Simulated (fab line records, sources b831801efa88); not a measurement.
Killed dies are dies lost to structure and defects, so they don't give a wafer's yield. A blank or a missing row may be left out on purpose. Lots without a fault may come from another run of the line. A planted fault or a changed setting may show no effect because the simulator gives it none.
Which tool did it? | flow sky130 | 14 lots, 42 wafers sampled, at 3 steps of a route of 708

WHAT THE GAUGES READ, wafer by wafer
SKY_LOCAL_INTERCONNECT_THK_MEAS_02: measures by xrf. Usual: LOCAL_INTERCONNECT_TIN_THK 99.3 nm, standard deviation 1.2.
lot  | measured     | on            | LOCAL_INTERCONNECT_TIN_THK (nm) | flag
L152 | day 29 02:50 | film_metro-01 | 99.8 98.8 99.2                  |
L153 | day 29 11:45 | film_metro-01 | 98.0 97.7 97.3                  |
L154 | day 29 22:02 | film_metro-02 | 99.1 99.4 99.7                  |
L156 | day 30 22:03 | film_metro-02 | 101.5 101.1 101.2               |
L158 | day 31 02:34 | film_metro-03 | 98.9 99.3 98.7                  |
L162 | day 32 14:02 | film_metro-03 | 100.6 100.0 100.4               |
L163 | day 33 00:44 | film_metro-01 | 100.3 99.2 100.6                |
L168 | day 34 17:00 | film_metro-01 | 97.3 97.9 97.0                  |
L169 | day 35 14:16 | film_metro-01 | 99.8 99.6 100.0                 |
L171 | day 35 21:31 | film_metro-02 | 98.7 99.0 98.7                  |
L172 | day 35 23:23 | film_metro-02 | 99.4 97.7 98.3                  |
L173 | day 36 04:32 | film_metro-01 | 100.3 99.9 99.3                 |
L174 | day 36 09:47 | film_metro-01 | 100.7 100.9 101.0               |
L175 | day 36 15:10 | film_metro-01 | 99.0 99.5 98.8                  |

SKY_CONTACT_THK_MEAS_03. Usual: CONTACT_HDPCVD_THK 563 nm, standard deviation 5.7.
lot  | measured     | on            | CONTACT_HDPCVD_THK (nm) | flag
L152 | day 30 07:55 | film_metro-04 | 576 557 569             |
L153 | day 30 16:26 | film_metro-03 | 569 565 568             |
L154 | day 31 03:06 | film_metro-03 | 558 557 567             |
L156 | day 32 03:04 | film_metro-03 | 565 566 567             |
L158 | day 32 07:09 | film_metro-01 | 559 564 561             |
L162 | day 33 17:23 | film_metro-03 | 552 563 556             |
L163 | day 34 04:31 | film_metro-01 | 566 563 569             |
L168 | day 35 21:08 | film_metro-04 | 559 573 563             |
L169 | day 36 17:31 | film_metro-04 | 567 569 573             |
L171 | day 37 00:17 | film_metro-04 | 557 557 557             |
L172 | day 37 02:38 | film_metro-04 | 562 573 558             |
L173 | day 37 06:35 | film_metro-04 | 570 569 560             |
L174 | day 37 13:05 | film_metro-03 | 568 575 569             |
L175 | day 37 17:55 | film_metro-01 | 566 565 562             |

WHICH TOOL RAN EACH LOT (tool, then ch and the chambers of the sampled wafers, then the start)
lot  | SKY_LOCAL_INTERCONNECT_ETCH_13
L152 | rie_metal-01 ch 0,1, day 30 06:35
L153 | rie_metal-04 ch 1, day 30 15:34
L154 | rie_metal-01 ch 0,1, day 31 02:14
L156 | rie_metal-04 ch 0,1, day 32 02:07
L158 | rie_metal-01 ch 0, day 32 06:05
L162 | rie_metal-01 ch 0,1, day 33 16:31
L163 | rie_metal-04 ch 0,1, day 34 03:38
L168 | rie_metal-01 ch 0,1, day 35 20:14
L169 | rie_metal-01 ch 1, day 36 16:34
L171 | rie_metal-04 ch 0,1, day 36 23:20
L172 | rie_metal-02 ch 0,1, day 37 01:43
L173 | rie_metal-04 ch 0,1, day 37 05:43
L174 | rie_metal-02 ch 0,1, day 37 12:11
L175 | rie_metal-02 ch 0,1, day 37 16:56
- SKY_LOCAL_INTERCONNECT_ETCH_13: etches BARC in N2/H2, stops on SiO2, time 45.9 s, target depth 60 nm.

WHAT THE TOOLS THEMSELVES READ (means of the sampled wafers that have a number; where no wafer has one, the mark that the record gives instead)
SKY_LOCAL_INTERCONNECT_ETCH_13. Usual: drypump_motor_current_A 5.9 A, standard deviation 0.38; oes_product_au 0.855 a.u., standard deviation 0.0052; throttle_valve_pct 13.224 %, standard deviation 0.01.
lot  | tool         | drypump_motor_current_A (A) | oes_product_au (a.u.) | throttle_valve_pct (%) | flag
L152 | rie_metal-01 | 6.1                         | 0.860                 | 13.221                 |
L153 | rie_metal-04 | 5.8                         | 0.855                 | 13.230                 |
L154 | rie_metal-01 | 6.1                         | 0.852                 | 13.218                 |
L156 | rie_metal-04 | 5.5                         | 0.857                 | 13.228                 |
L158 | rie_metal-01 | 6.2                         | 0.854                 | 13.219                 |
L162 | rie_metal-01 | 6.1                         | 0.856                 | 13.228                 |
L163 | rie_metal-04 | 5.6                         | 0.848                 | 13.226                 |
L168 | rie_metal-01 | 6.1                         | 0.850                 | 13.223                 |
L169 | rie_metal-01 | 6.0                         | 0.854                 | 13.225                 |
L171 | rie_metal-04 | 5.7                         | 0.854                 | 13.216                 |
L172 | rie_metal-02 | 6.3                         | 0.858                 | 13.223                 |
L173 | rie_metal-04 | 5.7                         | 0.852                 | 13.222                 |
L174 | rie_metal-02 | 6.1                         | 0.851                 | 13.229                 |
L175 | rie_metal-02 | 6.3                         | 0.854                 | 13.222                 |

THE ANSWER, worked out from the rows above alone
Rule: a lot is off if the mean of its wafers that have a number lies more than 3 standard deviations from the usual mean. A lot without any number at a reading at which 4 lots or more have one is off too. The other lots that the step has rows for count as sound. The gauges are gone through in route order, then the tools' own readings, and for those a lot's mean is taken as printed above. The first step at which some lot is off is used, and at that step the reading that is off furthest; a lot without a number counts as furthest.
No lot is off at any reading shown: from this, nothing can be told.

WHAT THE SIMULATOR HAD PUT IN
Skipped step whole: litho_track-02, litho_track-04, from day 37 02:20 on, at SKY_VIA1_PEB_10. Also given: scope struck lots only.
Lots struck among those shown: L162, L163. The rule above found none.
